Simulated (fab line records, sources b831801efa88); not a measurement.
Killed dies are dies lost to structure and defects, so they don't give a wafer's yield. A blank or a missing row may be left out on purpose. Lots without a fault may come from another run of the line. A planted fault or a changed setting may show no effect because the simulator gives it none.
fab line records | flow gf180mcu
record lots=5 wafers=15 last_day=32
route steps=602 shown V1@339 M2@362
lots that met no fault: from a run of the same line without faults
start_h: hours from the record's first day to the start of the lot's first wafer shown | wait_h: hours since the lot's step before | " the same as in the row above | L1.1+2: a row that stands for several wafers | - no value, or no start given | * or withheld: withheld | < > ~ a bound
route shown NAME@n: a module of which the file shows steps, and the number in the route of the first | usual: mean/standard deviation of fault-free wafers | same: alike in all rows | chamber/n: place in a boat | sites: the reading at each site | _std_site: their standard deviation | _edge_site: outer sites' mean less inner sites' | radius_mm: how far each site lies from the wafer's centre | mask NAME#n: copy n | behind: the tool/chamber that last shaped the wafer | hold: why the lot was held/for how many hours/how that ended | device: the transistor (n, p or np) that didn't switch | end of line: the same wafers' tests at the end of the route | a step without rows: its recipe alone | killed: dies lost to structure and defects at the first sort, not the wafer's yield | map: a wafer's dies, x killed, . not, _ none there
set.NAME: the setting as run; set.NAME@STEP: as run at that earlier step | model.NAME: the simulator's own value behind a step, which no gauge read
lots at some steps of the route; a table a step, a row a wafer
services: from which hour (start_h, from the record's first day; less than 0 if before it) a tool's chamber was out of use, for how many hours, and why
## steps
# step GF_V1_CMP_04
# recipe material=SiO2 down_force_psi=4 platen_rpm=60 pad_velocity_m_s=0.94248
# usual motor_current_A=12.0/1.1 platen_rpm=60.00/0.036 retaining_ring_pressure_frac=1.000/0.0043 time_to_endpoint_s=80/5.9
# columns lot.wafer tool chamber start_h wait_h motor_current_A platen_rpm retaining_ring_pressure_frac time_to_endpoint_s
L077.2 cmp-01 1 409.00 0.0 12.3 60.03 0.995 84
L077.1 " 3 " " 11.5 60.04 1.001 81
L077.5 " 2 " " 12.5 60.00 1.004 93
L078.4 cmp-01 0 421.47 0.0 12.4 60.01 1.002 90
L078.1 " 2 " " 12.3 59.95 0.998 86
L078.6 " 0 " " 12.2 59.95 1.001 88
L083.2 cmp-01 0 468.90 0.0 12.7 59.96 1.006 80
L083.1 " 2 " " 12.9 60.05 1.006 75
L083.3 " 3 " " 11.0 60.02 1.002 74
L084.2 cmp-01 2 483.63 0.1 13.5 60.03 1.000 67
L084.5 " 0 " " 11.9 59.98 1.005 76
L084.6 " 1 " " 11.8 60.00 1.003 73
L085.2 cmp-01 2 499.91 0.0 13.6 60.04 0.997 74
L085.4 " 1 " " 12.0 60.03 0.996 78
L085.6 " 3 " " 11.8 59.98 1.004 82
# step GF_V1_BOW_MEAS_05
# recipe mode=bow
# usual V1_BOW=83/8.9
# columns lot.wafer tool chamber start_h wait_h V1_BOW[um]
L077.1 film_metro-02 - 409.30 0.1 91
L077.2 " - " " 73
L077.5 " - " " 91
L078.1 film_metro-04 - 421.77 0.1 82
L078.4 " - " " 100
L078.6 " - " " 107
L083.1 film_metro-03 - 469.20 0.1 72
L083.2 " - " " 79
L083.3 " - " " 81
L084.2 film_metro-03 - 483.85 0.2 71
L084.5 " - " " 82
L084.6 " - " " 82
L085.2 film_metro-03 - 500.23 0.3 82
L085.4 " - " " 88
L085.6 " - " " 93
# step GF_V1_DEHYDRATE_06
# recipe temp_c=200 time_s=60
# columns lot.wafer tool chamber start_h wait_h
L077.1+2+5 litho_track-04 0 420.40 11.1
L078.1+4+6 litho_track-04 0 433.30 11.5
L083.1+2+3 litho_track-03 0 480.74 11.5
L084.2+5+6 litho_track-04 0 494.58 10.7
L085.2+4+6 litho_track-01 0 511.58 11.3
# step GF_V1_HMDS_07
# recipe prime_time_s=60 prime_temp_c=120
# usual prime_temp_c=120.02/0.13
# same prime_time_s=60
# columns lot.wafer tool chamber start_h wait_h prime_temp_c
L077.1 litho_track-04 0 420.55 0.1 120.02
L077.2 " 0 " " 119.91
L077.5 " 0 " " 119.94
L078.1 litho_track-04 0 433.45 0.1 120.22
L078.4 " 0 " " 119.95
L078.6 " 0 " " 119.82
L083.1 litho_track-03 0 480.89 0.1 120.01
L083.2 " 0 " " 119.90
L083.3 " 0 " " 120.06
L084.2 litho_track-04 0 494.73 0.1 120.00
L084.5 " 0 " " 119.83
L084.6 " 0 " " 120.07
L085.2 litho_track-01 0 511.73 0.1 119.96
L085.4 " 0 " " 119.94
L085.6 " 0 " " 120.03
# step GF_V1_COAT_08
# recipe resist=BARC temp_c=withheld time_s=withheld spin_rpm=withheld resist_thk_nm=withheld
# columns lot.wafer tool chamber start_h wait_h
L077.1+2+5 litho_track-04 0 420.70 0.1
L078.1+4+6 litho_track-04 0 433.60 0.1
L083.1+2+3 litho_track-03 0 481.04 0.1
L084.2+5+6 litho_track-04 0 494.88 0.1
L085.2+4+6 litho_track-01 0 511.88 0.1
# step GF_V1_COAT_09
# recipe resist=KrF spin_rpm=withheld resist_thk_nm=1000
# columns lot.wafer tool chamber start_h wait_h
L077.1+2+5 litho_track-04 0 - -
L078.1+4+6 litho_track-04 0 - -
L083.1+2+3 litho_track-03 0 - -
L084.2+5+6 litho_track-04 0 - -
L085.2+4+6 litho_track-01 0 - -
# step GF_V1_SOFTBAKE_10
# recipe temp_c=130 time_s=60 resist=KrF
# columns lot.wafer tool chamber start_h wait_h
L077.1+2+5 litho_track-04 0 - -
L078.1+4+6 litho_track-04 0 - -
L083.1+2+3 litho_track-03 0 - -
L084.2+5+6 litho_track-04 0 - -
L085.2+4+6 litho_track-01 0 - -
# step GF_V1_EXPOSE_11
# recipe mask_id=Via1 target_cd_nm=260 na=0.68 source_shape=conventional sigma_outer=0.6 dose_mj=38
# same na=0.68
# columns lot.wafer tool chamber start_h wait_h mask
L077.1+2+5 krf_scanner-02 0 - - Via1#0
L078.1+4+6 krf_scanner-02 0 - - Via1#0
L083.1+2+3 krf_scanner-02 0 - - Via1#0
L084.2+5+6 krf_scanner-01 0 - - Via1#0
L085.2+4+6 krf_scanner-02 0 - - Via1#0
# step GF_V1_PEB_12
# recipe peb_temp_c=135 peb_time_s=90 resist=KrF
# columns lot.wafer tool chamber start_h wait_h
L077.1+2+5 litho_track-01 0 - -
L078.1+4+6 litho_track-04 0 - -
L083.1+2+3 litho_track-03 0 - -
L084.2+5+6 litho_track-01 0 - -
L085.2+4+6 litho_track-01 0 - -
# step GF_V1_DEVELOP_13
# recipe develop_time_s=60 resist=KrF dev_temp_c=21
# columns lot.wafer tool chamber start_h wait_h
L077.1+2+5 litho_track-01 0 432.60 0.2
L078.1+4+6 litho_track-04 0 445.40 0.2
L083.1+2+3 litho_track-03 0 493.09 0.2
L084.2+5+6 litho_track-01 0 506.43 0.2
L085.2+4+6 litho_track-01 0 523.43 0.2
# step GF_V1_CD_MEAS_14
# recipe target_cd_nm=260
# usual cd_nm=260.3/1
# columns lot.wafer tool chamber start_h wait_h cd_nm
L077.1 cd_sem-02 - 432.75 0.1 261.7
L077.2 " - " " 260.4
L077.5 " - " " 259.2
L078.1 cd_sem-02 - 445.55 0.1 262.1
L078.4 " - " " 261.9
L078.6 " - " " 261.1
L083.1 cd_sem-01 - 493.24 0.1 259.4
L083.2 " - " " 261.1
L083.3 " - " " 259.8
L084.2 cd_sem-01 - 506.57 0.1 259.3
L084.5 " - " " 261.0
L084.6 " - " " 260.2
L085.2 cd_sem-02 - 523.57 0.1 259.5
L085.4 " - " " 260.5
L085.6 " - " " 261.1
# step GF_V1_OVL_MEAS_15
# usual V1_OVL=0/5.5
# columns lot.wafer tool chamber start_h wait_h V1_OVL[nm]
L077.1 overlay-02 - 432.87 0.1 -8
L077.2 " - " " -6
L077.5 " - " " -5
L078.1 overlay-02 - 445.67 0.1 4
L078.4 " - " " 2
L078.6 " - " " 9
L083.1 overlay-01 - 493.36 0.1 -3
L083.2 " - " " -5
L083.3 " - " " -5
L084.2 overlay-02 - 506.68 0.1 -3
L084.5 " - " " -3
L084.6 " - " " -4
L085.2 overlay-02 - 523.68 0.1 -1
L085.4 " - " " 1
L085.6 " - " " 0
# step GF_V1_ETCH_16
# recipe chemistry=N2/H2 target_depth_a=withheld overetch_a=withheld time_s=withheld target=BARC ion_energy_ev=200 source_w=500 bias_w=100 pressure_mtorr=30 n2_flow_sccm=100 h2_flow_sccm=200
# usual drypump_motor_current_A=5.7/0.42 h2_flow_sccm=199.9/0.58 oes_product_au=0.855/0.005 throttle_valve_pct=13.225/0.008
# columns lot.wafer tool chamber start_h wait_h drypump_motor_current_A h2_flow_sccm oes_product_au throttle_valve_pct
L077.1 rie_diel-01 1 432.91 0.0 5.8 199.8 0.859 13.220
L077.2 " 3 " " 5.8 199.9 0.861 13.221
L077.5 " 0 " " 6.5 199.4 0.859 13.222
L078.1 rie_diel-01 3 445.71 0.0 5.8 200.3 0.863 13.225
L078.4 " 1 " " 5.8 200.0 0.856 13.224
L078.6 " 3 " " 5.8 200.1 0.855 13.239
L083.1 rie_diel-03 1 493.39 0.0 5.6 199.5 0.862 13.220
L083.2 " 0 " " 5.1 199.8 0.852 13.237
L083.3 " 2 " " 5.3 200.6 0.855 13.217
L084.2 rie_diel-02 2 506.71 0.0 5.5 198.9 0.857 13.220
L084.5 " 2 " " 5.5 199.6 0.852 13.227
L084.6 " 3 " " 6.4 200.4 0.857 13.220
L085.2 rie_diel-01 1 523.71 0.0 5.8 199.4 0.855 13.230
L085.4 " 1 " " 5.8 199.2 0.865 13.230
L085.6 " 0 " " 6.5 200.1 0.861 13.238
# step GF_V1_ETCH_17
# recipe chemistry=C4F8/O2/Ar mask_material=KrF target=SiO2 stop_on=TiN source_w=1500 bias_w=1200 pressure_mtorr=40 c4f8_flow_sccm=withheld O2_flow_sccm=6 Ar_flow_sccm=300 time_s=withheld target_depth_a=6300
# usual oes_product_au=0.856/0.0046
# columns lot.wafer tool chamber start_h wait_h oes_product_au
L077.1 rie_diel-01 1 - - 0.855
L077.2 " 3 " " 0.861
L077.5 " 0 " " 0.860
L078.1 rie_diel-01 3 - - 0.861
L078.4 " 1 " " 0.860
L078.6 " 3 " " 0.857
L083.1 rie_diel-03 1 - - 0.847
L083.2 " 0 " " 0.854
L083.3 " 2 " " 0.858
L084.2 rie_diel-02 2 - - 0.861
L084.5 " 2 " " 0.861
L084.6 " 3 " " 0.863
L085.2 rie_diel-01 1 - - 0.869
L085.4 " 1 " " 0.849
L085.6 " 0 " " 0.864
# step GF_V1_STRIP_18
# recipe chemistry=O2/N2 power_w=1400 pressure_mtorr=1500 platen_temp_c=250 o2_flow_sccm=3000 n2_flow_sccm=300 overash_fraction=0.5
# usual drypump_motor_current_A=5.9/0.65 heater_power_w=328/21 oes_product_au=0.593/0.0055
# columns lot.wafer tool chamber start_h wait_h drypump_motor_current_A heater_power_w oes_product_au rf_hours_counter_h
L077.1 plasma_asher-04 0 433.04 - 6.1 312 0.591 83
L077.2 " 1 " " 6.3 339 0.580 83
L077.5 " 1 " " 6.2 328 0.588 -
L078.1 plasma_asher-04 1 445.84 - 6.2 332 0.590 84
L078.4 " 0 " " 6.1 309 0.596 -
L078.6 " 1 " " 6.2 327 0.596 -
L083.1 plasma_asher-03 0 493.52 - 5.2 342 0.596 7
L083.2 " 1 " " 6.1 322 0.595 7
L083.3 " 0 " " 5.2 356 0.591 -
L084.2 plasma_asher-01 1 506.84 - 6.8 364 0.592 68
L084.5 " 1 " " 6.8 366 0.593 -
L084.6 " 0 " " 4.7 308 0.594 -
L085.2 plasma_asher-01 1 523.84 - 6.8 353 0.597 70
L085.4 " 0 " " 4.7 301 0.595 -
L085.6 " 1 " " 6.7 363 0.587 -
# step GF_V1_STRIP_19
# recipe chemistry=post_etch_residue_remover time_s=1200 temp_c=72.5
# usual bath_heat_duty_pct=14.5/1.3 temp_c=72.48/0.12
# columns lot.wafer tool chamber start_h wait_h bath_heat_duty_pct temp_c
L077.1 wet_bench-04 2 433.14 0.1 15.1 72.53
L077.2 " 2 " " 14.6 72.68
L077.5 " 2 " " 14.2 72.44
L078.1 wet_bench-02 3 445.94 0.1 16.7 72.32
L078.4 " 3 " " 16.7 72.24
L078.6 " 3 " " 14.8 72.32
L083.1 wet_bench-03 3 493.62 0.1 12.3 72.74
L083.2 " 3 " " 13.2 72.48
L083.3 " 3 " " 12.2 72.63
L084.2 wet_bench-04 3 506.94 0.1 15.0 72.41
L084.5 " 3 " " 14.2 72.52
L084.6 " 3 " " 13.9 72.40
L085.2 wet_bench-04 3 523.94 0.1 14.0 72.43
L085.4 " 3 " " 14.8 72.36
L085.6 " 3 " " 14.1 72.59
# step GF_V1_CLEAN_20
# recipe chemistry=DIW dry=n2_spin
# columns lot.wafer tool chamber start_h wait_h
L077.1+2+5 wet_bench-03 3 433.82 0.0
L078.1+4+6 wet_bench-03 2 446.28 0.0
L083.1+2+3 wet_bench-03 1 493.96 0.0
L084.2+5+6 wet_bench-02 2 507.28 0.0
L085.2+4+6 wet_bench-02 3 524.28 0.0
# step GF_V1_SPUTTER_21
# recipe material=Ti target_thk_nm=15 chamber_pressure_pa=5 power_w=2500 substrate_temp_c=200 time_s=80.02
# usual throttle_valve_pct=30.0/1.4
# columns lot.wafer tool chamber start_h wait_h throttle_valve_pct
L077.1 pvd_sputter-01 - 433.91 0.0 30.1
L077.2 " - " " 29.2
L077.5 " - " " 29.8
L078.1 pvd_sputter-01 - 446.37 0.0 29.2
L078.4 " - " " 28.8
L078.6 " - " " 28.6
L083.1 pvd_sputter-03 - 494.05 0.0 30.2
L083.2 " - " " 30.2
L083.3 " - " " 30.8
L084.2 pvd_sputter-01 - 507.37 0.0 29.3
L084.5 " - " " 28.8
L084.6 " - " " 32.4
L085.2 pvd_sputter-03 - 524.37 0.0 30.1
L085.4 " - " " 27.5
L085.6 " - " " 30.4
# step GF_V1_SPUTTER_22
# recipe material=TiN target_thk_nm=10 chamber_pressure_pa=5 power_w=4000 time_s=40
# usual throttle_valve_pct=30.0/1.4
# columns lot.wafer tool chamber start_h wait_h throttle_valve_pct
L077.1 pvd_sputter-01 - 433.98 0.0 29.7
L077.2 " - " " 29.1
L077.5 " - " " 29.9
L078.1 pvd_sputter-01 - 446.43 0.0 29.3
L078.4 " - " " 28.7
L078.6 " - " " 28.8
L083.1 pvd_sputter-03 - 494.12 0.0 30.3
L083.2 " - " " 30.0
L083.3 " - " " 30.6
L084.2 pvd_sputter-01 - 507.43 0.0 29.3
L084.5 " - " " 28.8
L084.6 " - " " 32.5
L085.2 pvd_sputter-03 - 524.43 0.0 30.5
L085.4 " - " " 27.6
L085.6 " - " " 30.7
# step GF_V1_CVD_23
# recipe material=W target_thk_nm=350 time_s=105.05 temp_c=400 pressure_torr=40
# usual heater_power_w=842/44
# columns lot.wafer tool chamber start_h wait_h heater_power_w
L077.1 cvd_w-01 1 434.01 0.0 855
L077.2 " 0 " " 902
L077.5 " 1 " " 848
L078.1 cvd_w-02 1 446.47 0.0 870
L078.4 " 0 " " 789
L078.6 " 0 " " 763
L083.1 cvd_w-02 1 494.15 0.0 890
L083.2 " 0 " " 779
L083.3 " 1 " " 843
L084.2 cvd_w-02 1 507.47 0.0 885
L084.5 " 0 " " 794
L084.6 " 1 " " 861
L085.2 cvd_w-01 0 524.47 0.0 885
L085.4 " 0 " " 905
L085.6 " 1 " " 852
# step GF_V1_RS_MEAS_24
# recipe thk_meas_gauge=four-point-probe reads=W_of_V1_CVD_23+TiN_of_V1_SPUTTER_22+Ti_of_V1_SPUTTER_21
# usual V1_W_RS=0.327/0.0037
# columns lot.wafer tool chamber start_h wait_h V1_W_RS[ohm/sq]
L077.1 film_metro-02 - 434.13 0.1 0.331
L077.2 " - " " 0.331
L077.5 " - " " 0.332
L078.1 film_metro-03 - 446.58 0.1 0.329
L078.4 " - " " 0.333
L078.6 " - " " 0.331
L083.1 film_metro-02 - 494.27 0.1 0.322
L083.2 " - " " 0.325
L083.3 " - " " 0.323
L084.2 film_metro-04 - 507.60 0.1 0.331
L084.5 " - " " 0.329
L084.6 " - " " 0.328
L085.2 film_metro-04 - 524.60 0.1 0.327
L085.4 " - " " 0.329
L085.6 " - " " 0.332
# step GF_V1_THK_MEAS_25
# recipe thk_meas_gauge=xrf reads=W_of_V1_CVD_23
# usual V1_W_THK=348/5.1
# columns lot.wafer tool chamber start_h wait_h V1_W_THK[nm]
L077.1 film_metro-02 - 434.25 0.1 348
L077.2 " - " " 350
L077.5 " - " " 346
L078.1 film_metro-03 - 446.70 0.1 344
L078.4 " - " " 337
L078.6 " - " " 342
L083.1 film_metro-02 - 494.39 0.1 356
L083.2 " - " " 352
L083.3 " - " " 353
L084.2 film_metro-04 - 507.71 0.1 339
L084.5 " - " " 342
L084.6 " - " " 341
L085.2 film_metro-04 - 524.71 0.1 346
L085.4 " - " " 341
L085.6 " - " " 340
# step GF_V1_CMP_26
# recipe stop_on=SiO2 down_force_psi=3.5 platen_rpm=60 t_overpolish_s=15 target_thk_nm=0 pad_velocity_m_s=0.94248
# usual motor_current_A=11.0/1.2 overpolish_run_s=15.002/0.0095 platen_rpm=60.00/0.036 retaining_ring_pressure_frac=1.000/0.0053 time_to_endpoint_s=85/3.5
# columns lot.wafer tool chamber start_h wait_h motor_current_A overpolish_run_s platen_rpm retaining_ring_pressure_frac time_to_endpoint_s
L077.1 cmp-02 0 434.31 0.1 13.5 15.009 59.99 1.003 87
L077.2 " 3 " " 9.3 15.008 59.99 1.000 86
L077.5 " 1 " " 10.0 14.995 60.03 0.994 84
L078.4 cmp-02 1 446.86 0.1 10.1 15.000 60.06 0.996 78
L078.1 " 2 " " 9.6 15.006 59.97 1.011 81
L078.6 " 3 " " 9.6 15.002 60.04 0.993 80
L083.1 cmp-02 3 494.45 0.1 9.6 15.013 60.03 0.998 87
L083.3 " 0 " " 13.6 14.991 59.95 1.002 87
L083.2 " 2 " " 9.6 15.000 59.99 1.000 84
L084.2 cmp-01 2 507.76 0.0 11.8 15.012 59.94 0.992 81
L084.5 " 2 " " 11.3 14.997 59.98 0.993 84
L084.6 " 3 " " 10.4 15.012 59.96 1.003 84
L085.4 cmp-01 0 524.76 0.0 10.9 15.001 59.97 0.996 87
L085.2 " 3 " " 10.9 14.991 60.05 0.999 83
L085.6 " 1 " " 11.4 15.008 59.97 0.997 79
# step GF_M2_SPUTTER_00
# recipe material=Ti target_thk_nm=37.5 arriving_ion_energy_ev=80 substrate_temp_c=200 chamber_pressure_pa=2 power_w=4000 time_s=150
# usual throttle_valve_pct=30.0/1.2
# columns lot.wafer tool chamber start_h wait_h throttle_valve_pct
L077.1 pvd_sputter-03 - 434.61 0.2 30.6
L077.2 " - " " 30.4
L077.5 " - " " 30.2
L078.1 pvd_sputter-03 - 447.06 0.1 30.1
L078.4 " - " " 27.7
L078.6 " - " " 29.9
L083.1 pvd_sputter-04 - 494.75 0.2 29.6
L083.2 " - " " 31.8
L083.3 " - " " 30.3
L084.2 pvd_sputter-04 - 508.06 0.2 29.6
L084.5 " - " " 30.2
L084.6 " - " " 31.7
L085.2 pvd_sputter-02 - 525.06 0.1 29.4
L085.4 " - " " 31.6
L085.6 " - " " 31.7
# step GF_M2_SPUTTER_01
# recipe material=TiN target_thk_nm=30 power_w=6299 time_s=25 chamber_pressure_pa=0.4
# usual throttle_valve_pct=30.0/1.2
# columns lot.wafer tool chamber start_h wait_h throttle_valve_pct
L077.1 pvd_sputter-03 - 434.71 0.1 30.9
L077.2 " - " " 30.3
L077.5 " - " " 30.3
L078.1 pvd_sputter-03 - 447.16 0.1 30.1
L078.4 " - " " 27.5
L078.6 " - " " 30.1
L083.1 pvd_sputter-04 - 494.85 0.1 29.6
L083.2 " - " " 31.9
L083.3 " - " " 30.2
L084.2 pvd_sputter-04 - 508.16 0.1 29.4
L084.5 " - " " 30.3
L084.6 " - " " 31.5
L085.2 pvd_sputter-02 - 525.16 0.1 29.7
L085.4 " - " " 31.6
L085.6 " - " " 31.7
# step GF_M2_SPUTTER_02
# recipe material=AlCu target_thk_nm=450 power_w=10600 time_s=23.9 chamber_pressure_pa=0.4
# usual throttle_valve_pct=30.0/1.2
# columns lot.wafer tool chamber start_h wait_h throttle_valve_pct
L077.1 pvd_sputter-03 - 434.74 0.0 30.8
L077.2 " - " " 30.3
L077.5 " - " " 30.1
L078.1 pvd_sputter-03 - 447.20 0.0 30.3
L078.4 " - " " 27.3
L078.6 " - " " 30.4
L083.1 pvd_sputter-04 - 494.88 0.0 29.4
L083.2 " - " " 31.7
L083.3 " - " " 30.2
L084.2 pvd_sputter-04 - 508.19 0.0 29.4
L084.5 " - " " 30.5
L084.6 " - " " 31.6
L085.2 pvd_sputter-02 - 525.19 0.0 29.5
L085.4 " - " " 31.6
L085.6 " - " " 31.7
# step GF_M2_SPUTTER_03
# recipe material=Ti target_thk_nm=10 substrate_temp_c=300 chamber_pressure_pa=0.3 power_w=3000 time_s=6.7
# usual throttle_valve_pct=30.0/1.2
# columns lot.wafer tool chamber start_h wait_h throttle_valve_pct
L077.1 pvd_sputter-03 - 434.77 0.0 30.8
L077.2 " - " " 30.5
L077.5 " - " " 29.9
L078.1 pvd_sputter-03 - 447.23 0.0 30.1
L078.4 " - " " 27.2
L078.6 " - " " 29.9
L083.1 pvd_sputter-04 - 494.91 0.0 29.4
L083.2 " - " " 31.8
L083.3 " - " " 30.2
L084.2 pvd_sputter-04 - 508.22 0.0 29.5
L084.5 " - " " 30.5
L084.6 " - " " 31.5
L085.2 pvd_sputter-02 - 525.22 0.0 29.7
L085.4 " - " " 31.7
L085.6 " - " " 31.3
# step GF_M2_SPUTTER_04
# recipe material=TiN target_thk_nm=50 power_w=6500 time_s=42.83 chamber_pressure_pa=0.4
# usual throttle_valve_pct=30.0/1.2
# columns lot.wafer tool chamber start_h wait_h throttle_valve_pct
L077.1 pvd_sputter-03 - 434.79 0.0 30.6
L077.2 " - " " 30.3
L077.5 " - " " 30.2
L078.1 pvd_sputter-03 - 447.25 0.0 30.2
L078.4 " - " " 27.6
L078.6 " - " " 29.8
L083.1 pvd_sputter-04 - 494.93 0.0 29.5
L083.2 " - " " 31.7
L083.3 " - " " 30.4
L084.2 pvd_sputter-04 - 508.24 0.0 29.4
L084.5 " - " " 30.1
L084.6 " - " " 31.7
L085.2 pvd_sputter-02 - 525.24 0.0 29.6
L085.4 " - " " 31.6
L085.6 " - " " 31.6
# step GF_M2_RS_MEAS_05
# recipe thk_meas_gauge=four-point-probe reads=TiN_of_M2_SPUTTER_04+Ti_of_M2_SPUTTER_03+AlCu_of_M2_SPUTTER_02+TiN_of_M2_SPUTTER_01+Ti_of_M2_SPUTTER_00
# usual M2_ALCU_RS=0.0698/0.00063
# columns lot.wafer tool chamber start_h wait_h M2_ALCU_RS[ohm/sq]
L077.1 film_metro-03 - 434.83 0.0 0.0702
L077.2 " - " " 0.0705
L077.5 " - " " 0.0700
L078.1 film_metro-02 - 447.29 0.0 0.0699
L078.4 " - " " 0.0700
L078.6 " - " " 0.0699
L083.1 film_metro-02 - 494.97 0.0 0.0715
L083.2 " - " " 0.0702
L083.3 " - " " 0.0704
L084.2 film_metro-02 - 508.30 0.0 0.0711
L084.5 " - " " 0.0706
L084.6 " - " " 0.0702
L085.2 film_metro-01 - 525.30 0.0 0.0699
L085.4 " - " " 0.0693
L085.6 " - " " 0.0698
# step GF_M2_THK_MEAS_06
# recipe thk_meas_gauge=xrf reads=AlCu_of_M2_SPUTTER_02
# usual M2_ALCU_THK=447/5.2
# columns lot.wafer tool chamber start_h wait_h M2_ALCU_THK[nm]
L077.1 film_metro-03 - 434.95 0.1 449
L077.2 " - " " 446
L077.5 " - " " 448
L078.1 film_metro-02 - 447.41 0.1 446
L078.4 " - " " 449
L078.6 " - " " 447
L083.1 film_metro-02 - 495.09 0.1 434
L083.2 " - " " 445
L083.3 " - " " 440
L084.2 film_metro-02 - 508.41 0.1 439
L084.5 " - " " 441
L084.6 " - " " 444
L085.2 film_metro-01 - 525.41 0.1 443
L085.4 " - " " 453
L085.6 " - " " 444
# step GF_M2_DEHYDRATE_07
# recipe temp_c=200 time_s=60
# columns lot.wafer tool chamber start_h wait_h
L077.1+2+5 litho_track-04 0 446.50 11.5
L078.1+4+6 litho_track-02 0 458.39 11.0
L083.1+2+3 litho_track-04 0 505.75 10.7
L084.2+5+6 litho_track-04 0 519.38 11.0
L085.2+4+6 litho_track-02 0 536.11 10.7
# step GF_M2_HMDS_08
# recipe prime_time_s=60 prime_temp_c=120
# usual prime_temp_c=119.96/0.12
# same prime_time_s=60
# columns lot.wafer tool chamber start_h wait_h prime_temp_c
L077.1 litho_track-04 0 446.65 0.1 119.92
L077.2 " 0 " " 119.91
L077.5 " 0 " " 119.82
L078.1 litho_track-02 0 458.54 0.1 120.06
L078.4 " 0 " " 120.00
L078.6 " 0 " " 119.96
L083.1 litho_track-04 0 505.90 0.1 120.06
L083.2 " 0 " " 120.07
L083.3 " 0 " " 120.14
L084.2 litho_track-04 0 519.53 0.1 119.83
L084.5 " 0 " " 119.87
L084.6 " 0 " " 119.98
L085.2 litho_track-02 0 536.26 0.1 120.12
L085.4 " 0 " " 119.89
L085.6 " 0 " " 120.00
# step GF_M2_COAT_09
# recipe resist=KrF spin_rpm=withheld resist_thk_nm=1000
# columns lot.wafer tool chamber start_h wait_h
L077.1+2+5 litho_track-04 0 446.80 0.1
L078.1+4+6 litho_track-02 0 458.69 0.1
L083.1+2+3 litho_track-04 0 506.05 0.1
L084.2+5+6 litho_track-04 0 519.68 0.1
L085.2+4+6 litho_track-02 0 536.41 0.1
# step GF_M2_SOFTBAKE_10
# recipe temp_c=130 time_s=60 resist=KrF
# columns lot.wafer tool chamber start_h wait_h
L077.1+2+5 litho_track-04 0 446.95 0.1
L078.1+4+6 litho_track-02 0 458.84 0.1
L083.1+2+3 litho_track-04 0 506.20 0.1
L084.2+5+6 litho_track-04 0 519.83 0.1
L085.2+4+6 litho_track-02 0 536.56 0.1
# step GF_M2_EXPOSE_11
# recipe mask_id=Metal2 target_cd_nm=280 na=0.68 source_shape=conventional sigma_outer=0.6 dose_mj=28
# same na=0.68
# columns lot.wafer tool chamber start_h wait_h mask
L077.1+2+5 krf_scanner-01 0 - - Metal2#0
L078.1+4+6 krf_scanner-01 0 - - Metal2#0
L083.1+2+3 krf_scanner-01 0 - - Metal2#0
L084.2+5+6 krf_scanner-02 0 - - Metal2#0
L085.2+4+6 krf_scanner-01 0 - - Metal2#0
# step GF_M2_PEB_12
# recipe peb_temp_c=135 peb_time_s=90 resist=KrF
# columns lot.wafer tool chamber start_h wait_h
L077.1+2+5 litho_track-04 0 - -
L078.1+4+6 litho_track-04 0 - -
L083.1+2+3 litho_track-04 0 - -
L084.2+5+6 litho_track-04 0 - -
L085.2+4+6 litho_track-04 0 - -
# step GF_M2_DEVELOP_13
# recipe develop_time_s=60 dev_temp_c=21
# columns lot.wafer tool chamber start_h wait_h
L077.1+2+5 litho_track-04 0 458.55 0.2
L078.1+4+6 litho_track-04 0 470.35 0.2
L083.1+2+3 litho_track-04 0 518.25 0.2
L084.2+5+6 litho_track-04 0 530.78 0.2
L085.2+4+6 litho_track-04 0 547.18 0.2
# step GF_M2_CD_MEAS_14
# recipe target_cd_nm=280
# usual cd_nm=280.1/1.3
# columns lot.wafer tool chamber start_h wait_h cd_nm
L077.1 cd_sem-02 - 458.70 0.1 279.6
L077.2 " - " " 279.8
L077.5 " - " " 281.6
L078.1 cd_sem-02 - 470.50 0.1 280.5
L078.4 " - " " 281.7
L078.6 " - " " 279.8
L083.1 cd_sem-01 - 518.40 0.1 279.3
L083.2 " - " " 278.8
L083.3 " - " " 279.6
L084.2 cd_sem-01 - 530.92 0.1 278.0
L084.5 " - " " 278.7
L084.6 " - " " 277.9
L085.2 cd_sem-02 - 547.32 0.1 281.1
L085.4 " - " " 280.7
L085.6 " - " " 281.2
# step GF_M2_OVL_MEAS_15
# usual M2_OVL=3/5.9
# columns lot.wafer tool chamber start_h wait_h M2_OVL[nm]
L077.1 overlay-01 - 458.82 0.1 7
L077.2 " - " " 2
L077.5 " - " " 10
L078.1 overlay-02 - 470.62 0.1 -3
L078.4 " - " " 2
L078.6 " - " " -6
L083.1 overlay-01 - 518.52 0.1 5
L083.2 " - " " 8
L083.3 " - " " 4
L084.2 overlay-01 - 531.03 0.1 -10
L084.5 " - " " -12
L084.6 " - " " -14
L085.2 overlay-02 - 547.43 0.1 5
L085.4 " - " " 6
L085.6 " - " " 7
## services
# columns tool chamber start_h hours kind
krf_scanner-02 - 394.63 3.6 pm
cmp-01 - 404.00 4.0 pm
krf_scanner-02 - 410.76 5.1 repair
krf_scanner-01 - 412.26 0.3 repair
krf_scanner-02 - 415.82 4.0 pm
krf_scanner-02 - 419.99 1.1 repair
krf_scanner-02 - 443.02 2.1 repair
cmp-02 - 453.00 1.2 repair
cvd_w-02 - 456.00 1.0 repair
krf_scanner-02 - 460.45 0.8 pm
krf_scanner-01 - 461.20 1.3 pm
rie_diel-01 2 463.29 1.6 repair
krf_scanner-01 - 481.02 1.0 pm
krf_scanner-02 - 482.69 1.3 pm
krf_scanner-01 - 485.85 0.1 repair
pvd_sputter-03 - 490.36 0.8 repair
wet_bench-03 - 496.75 4.4 pm
krf_scanner-01 - 497.01 3.6 pm
krf_scanner-02 - 503.12 0.2 repair
krf_scanner-02 - 509.46 1.0 pm
cvd_w-02 - 523.85 2.9 repair
krf_scanner-01 - 530.70 4.4 pm
cmp-02 - 543.25 2.3 repair
krf_scanner-01 - 546.80 0.8 pm
## key
fault none
